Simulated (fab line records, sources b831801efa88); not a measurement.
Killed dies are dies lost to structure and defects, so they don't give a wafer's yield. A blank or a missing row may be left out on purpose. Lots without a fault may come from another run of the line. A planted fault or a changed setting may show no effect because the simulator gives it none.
A struck lot beside a sound one | flow sky130 | 24 steps out of a route of 708
Sound: wafers L102.3, L102.4, L102.6. Struck: wafers L103.1, L103.2, L103.5. The cause comes at the end.
At each step with rows: each side's tool, then ch and its chambers, then its first start. Under that, the readings that differ: sound wafers | struck wafers | difference of the means | sigmas: that difference in standard deviations of wafers without a fault.
alike: readings whose means differ by less than 2 such deviations, and words and numbers that are the same on both sides. not compared: withheld readings, readings that some wafer has no value for, bounds like >300 that may hide the same value, and numbers for which the record gives no deviation and whose values overlap.
The two part at a step that has a row with sigmas, a row that says differs or no value, or rows on one side only. Numbers that don't overlap but have no deviation are shown without sigmas and don't part them. A reading that every wafer of one side lacks parts them only if that side has two wafers or more.

first, 9 steps without rows for these wafers: SKY_VIA2_SPUTTER_20 (material TiN, target thk 20 nm, time 80 s); SKY_VIA2_CVD_21 (deposits W, target thk 420 nm, time 126.4 s); SKY_VIA2_CMP_24 (polishes, stops on SiO2, t overpolish 20 s, target thk 0 nm); SKY_METAL3_SPUTTER_00 (material Ti, target thk 15 nm, time 10 s); SKY_METAL3_SPUTTER_01 (material TiN, target thk 20 nm, time 16.7 s); SKY_METAL3_SPUTTER_02 (material AlCu, target thk 735 nm, time 39.1 s); SKY_METAL3_SPUTTER_03 (material Ti, target thk 5 nm, time 3.3 s); SKY_METAL3_SPUTTER_04 (material TiN, target thk 70 nm, time 58.3 s); SKY_CAPM_CVD_00 (deposits SiO2, target thk 15.5 nm).
SKY_CAPM_SPUTTER_02: material TiN, target thk 200 nm, time 166.7 s.
  sound on pvd_sputter-04, day 40 11:13; struck on pvd_sputter-04, day 40 13:55
  reading                                  | sound           | struck            | difference | sigmas
  model.TiN_of_CAPM_SPUTTER_02.thk_nm (nm) | 197.4 196 198.6 | 264.1 263.2 263.3 | +66.2      |
  alike: susceptor_temp_C, throttle_valve_pct
SKY_CAPM_RS_MEAS_03: measures by four-point-probe.
  sound on film_metro-03, day 40 11:22; struck on film_metro-03, day 40 14:01
  reading              | sound          | struck         | difference | sigmas
  CAPM_TIN_RS (ohm/sq) | 7.00 7.06 6.97 | 5.21 5.22 5.22 | -1.79      | -26
SKY_CAPM_THK_MEAS_04: measures by xrf.
  sound on film_metro-03, day 40 11:28; struck on film_metro-03, day 40 14:08
  reading           | sound             | struck            | difference | sigmas
  CAPM_TIN_THK (nm) | 198.7 198.5 200.4 | 266.4 266.5 267.3 | +67.5      | +29
then, 7 steps without rows for these wafers: SKY_CAPM_DEHYDRATE_05 (time 60 s); SKY_CAPM_HMDS_06 (prime time 60 s); SKY_CAPM_COAT_07 (resist thk 1140 nm); SKY_CAPM_SOFTBAKE_08 (time 60 s); SKY_CAPM_EXPOSE_09 (exposes mask CAPM, target cd 1000 nm); SKY_CAPM_PEB_10; SKY_CAPM_DEVELOP_11 (develop time 60 s).
SKY_CAPM_METAL_ETCH_13: etches TiN in Cl2/BCl3, stops on SiO2, target depth 220 nm, time 62.9 s.
  sound on rie_metal-03 ch 1, day 41 12:03; struck on rie_metal-02 ch 0,1, day 41 13:34
  reading                | sound                | struck               | difference | sigmas
  oes_product_au (a.u.)  | 0.931 0.930 0.945    | 1.004 1.008 0.985    | +0.064     | +9
  throttle_valve_pct (%) | 21.898 21.909 21.906 | 21.859 21.861 21.870 | -0.041     | -4
  alike: drypump_motor_current_A, rf_fwd_power_W
  not compared: rf_hours_counter_h
then, 1 step without rows for these wafers: SKY_CAPM_STRIP_14 (strips in O2/N2).
SKY_CAPM_STRIP_15: strips in post etch residue remover, time 1229 s.
  sound on wet_bench-04 ch 2, day 41 12:16; struck on wet_bench-04 ch 3, day 41 13:45
  reading                                  | sound             | struck            | difference | sigmas
  model.TiN_of_CAPM_SPUTTER_02.thk_nm (nm) | 196.9 195.6 198.2 | 263.7 262.8 262.9 | +66.2      |
then, 1 step without rows for these wafers: SKY_CAPM_CLEAN_16 (cleans in IPA, time 180 s).
-- the record jumps here: 8 days lie between the struck wafers' starts before and after (it left off in module CAPM and takes up again in module PAD_OPEN, whose first step shown is number 708 of the route) --
SKY_PAD_OPEN_PROBE_99:
  the record has rows for the struck wafers here (prober-01, day 49 03:41) and none for the sound ones

WHERE THEY PART
First at SKY_CAPM_RS_MEAS_03; last, within this record, at SKY_PAD_OPEN_PROBE_99.

WHY: what the simulator had put in
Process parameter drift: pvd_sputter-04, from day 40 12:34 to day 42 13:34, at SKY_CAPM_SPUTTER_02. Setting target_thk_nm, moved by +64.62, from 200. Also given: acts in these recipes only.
